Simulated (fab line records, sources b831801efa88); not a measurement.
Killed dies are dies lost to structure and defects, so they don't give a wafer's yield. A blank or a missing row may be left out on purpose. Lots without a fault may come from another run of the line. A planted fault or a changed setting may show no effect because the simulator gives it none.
A struck lot beside a sound one | flow gf180mcu | 15 steps out of a route of 602
Sound: wafers L620.2, L620.5, L620.6. Struck: wafers L616.1, L616.4, L616.6. The cause comes at the end.
At each step with rows: each side's tool, then ch and its chambers, then its first start. Under that, the readings that differ: sound wafers | struck wafers | difference of the means | sigmas: that difference in standard deviations of wafers without a fault.
alike: readings whose means differ by less than 2 such deviations, and words and numbers that are the same on both sides. not compared: withheld readings, readings that some wafer has no value for, bounds like >300 that may hide the same value, and numbers for which the record gives no deviation and whose values overlap.
The two part at a step that has a row with sigmas, a row that says differs or no value, or rows on one side only. Numbers that don't overlap but have no deviation are shown without sigmas and don't part them. A reading that every wafer of one side lacks parts them only if that side has two wafers or more.

first, 6 steps without rows for these wafers: GF_PSD_HMDS_01 (prime time 60 s); GF_PSD_COAT_02 (resist thk 1000 nm); GF_PSD_SOFTBAKE_03 (time 60 s); GF_PSD_EXPOSE_04 (exposes mask Pplus, target cd 400 nm); GF_PSD_PEB_05; GF_PSD_DEVELOP_06 (develop time 60 s).
GF_PSD_CD_MEAS_07: target cd 400 nm.
  sound on cd_sem-02, day 20 18:36; struck on cd_sem-01, day 19 23:47
  alike: cd_nm
GF_PSD_OVL_MEAS_08:
  sound on overlay-02, day 20 18:43; struck on overlay-02, day 19 23:54
  alike: PSD_OVL
then, 1 step without rows for these wafers: GF_PSD_IMPLANT_09.
GF_PSD_STRIP_10: strips in O2/N2.
  sound on plasma_asher-02 ch 0,1, day 20 18:53; struck on plasma_asher-03 ch 0,1, day 20 00:05
  alike: drypump_motor_current_A, heater_power_w, oes_product_au, strip_time_to_endpoint_s
  not compared: rf_hours_counter_h
GF_PSD_TW_MEAS_11:
  sound on film_metro-03, day 20 19:00; struck on film_metro-04, day 20 00:11
  alike: PSD_TW
then, 1 step without rows for these wafers: GF_PSD_CLEAN_12 (cleans in SC1/SC2, time 150 s).
GF_PSD_RTA_13: time 20 s.
  sound on rtp_anneal-02 ch 0, day 20 19:07; struck on rtp_anneal-01, day 20 00:18
  no value came back on the struck wafers for anneal_temp_c_max, chamber_o2_ppm, lamp_power_pct (%), wafer_temp_C_max; on the sound wafers anneal_temp_c_max reads 1027.3 1029.2 1030.9
GF_PSD_RS_MEAS_14: measures by four-point-probe.
  sound on film_metro-02, day 20 19:12; struck on film_metro-03, day 20 00:23
  reading         | sound             | struck | difference                    | sigmas
  NSD_RS (ohm/sq) | 46.36 46.24 46.35 | - - -  | no value on the struck wafers |
GF_PSD_RS_MEAS_15: measures by four-point-probe.
  sound on film_metro-02, day 20 19:19; struck on film_metro-03, day 20 00:30
  reading         | sound                | struck | difference                    | sigmas
  PSD_RS (ohm/sq) | 109.06 108.98 109.10 | - - -  | no value on the struck wafers |

WHERE THEY PART
First at GF_PSD_RTA_13; last, within this record, at GF_PSD_RS_MEAS_15.

WHY: what the simulator had put in
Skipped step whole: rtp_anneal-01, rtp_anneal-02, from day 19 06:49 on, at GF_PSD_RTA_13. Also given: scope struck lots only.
